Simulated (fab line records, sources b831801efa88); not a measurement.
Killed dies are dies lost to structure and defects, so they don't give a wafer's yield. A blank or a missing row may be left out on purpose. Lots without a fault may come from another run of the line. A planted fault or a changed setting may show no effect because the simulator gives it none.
Chamber matching | flow gf180mcu | GF_V3_ETCH_16 on rie_diel-01: 4 sister chambers
The step etches BARC in N2/H2. 18 wafers are shown with their chamber, then 9 later ones without.

WAFERS WITH THEIR CHAMBER
wafer  | chamber | drypump_motor_current_A (A) | oes_product_au (a.u.) | throttle_valve_pct (%)
L076.4 | 3       | 5.4                         | 0.860                 | 13.226
L076.5 | 1       | 6.1                         | 0.854                 | 13.228
L076.6 | 2       | 5.0                         | 0.860                 | 13.219
L078.1 | 3       | 5.4                         | 0.853                 | 13.218
L078.5 | 1       | 6.1                         | 0.853                 | 13.215
L078.6 | 2       | 5.1                         | 0.858                 | 13.209
L079.2 | 3       | 5.4                         | 0.852                 | 13.216
L079.3 | 1       | 6.1                         | 0.852                 | 13.217
L079.4 | 0       | 5.8                         | 0.860                 | 13.209
L084.1 | 3       | 5.3                         | 0.856                 | 13.224
L084.2 | 1       | 6.1                         | 0.851                 | 13.220
L084.4 | 0       | 5.8                         | 0.855                 | 13.230
L085.2 | 3       | 5.4                         | 0.859                 | 13.222
L085.3 | 2       | 5.1                         | 0.858                 | 13.243
L085.5 | 2       | 5.1                         | 0.855                 | 13.234
L086.1 | 2       | 5.1                         | 0.847                 | 13.237
L086.2 | 1       | 6.1                         | 0.859                 | 13.222
L086.6 | 2       | 5.1                         | 0.855                 | 13.215

SIGNATURES (means of the wafers above)
reading                 | chamber 0 | chamber 1 | chamber 2 | chamber 3 | scatter within a chamber
drypump_motor_current_A | 5.800     | 6.100     | 5.083     | 5.380     | 0.0342
oes_product_au          | 0.85750   | 0.85380   | 0.85550   | 0.85600   | 0.00384
throttle_valve_pct      | 13.21950  | 13.22040  | 13.22617  | 13.22120  | 0.00972
Rule: a wafer's distance from a chamber is the root of the sum, over the readings, of the square of ((its reading less the chamber's mean) divided by the reading's scatter). The wafer belongs to the nearest chamber; if the next one is less than 2 further off, it can't be placed. The scatter: the root of (the sum of the squares of (reading less its chamber's mean) over the shown wafers, divided by (wafers less chambers)).

WAFERS WITHOUT THEIR CHAMBER
wafer  | drypump_motor_current_A (A) | oes_product_au (a.u.) | throttle_valve_pct (%)
L087.1 | 6.1                         | 0.852                 | 13.240
L087.3 | 5.8                         | 0.856                 | 13.215
L087.4 | 5.8                         | 0.853                 | 13.235
L091.2 | 5.1                         | 0.858                 | 13.229
L091.3 | 5.4                         | 0.858                 | 13.245
L091.6 | 5.1                         | 0.847                 | 13.221
L095.1 | 5.4                         | 0.856                 | 13.223
L095.4 | 5.1                         | 0.856                 | 13.231
L095.5 | 6.1                         | 0.854                 | 13.224

WHICH CHAMBER EACH WENT THROUGH
wafer  | from the rows above | in truth
L087.1 | 1                   | 1
L087.3 | 0                   | 0
L087.4 | 0                   | 0
L091.2 | 2                   | 2
L091.3 | 3                   | 3
L091.6 | 2                   | 2
L095.1 | 3                   | 3
L095.4 | 2                   | 2
L095.5 | 1                   | 1
Placed correctly: 9 of 9. Can't be placed from these rows: 0. Placed wrongly: 0.
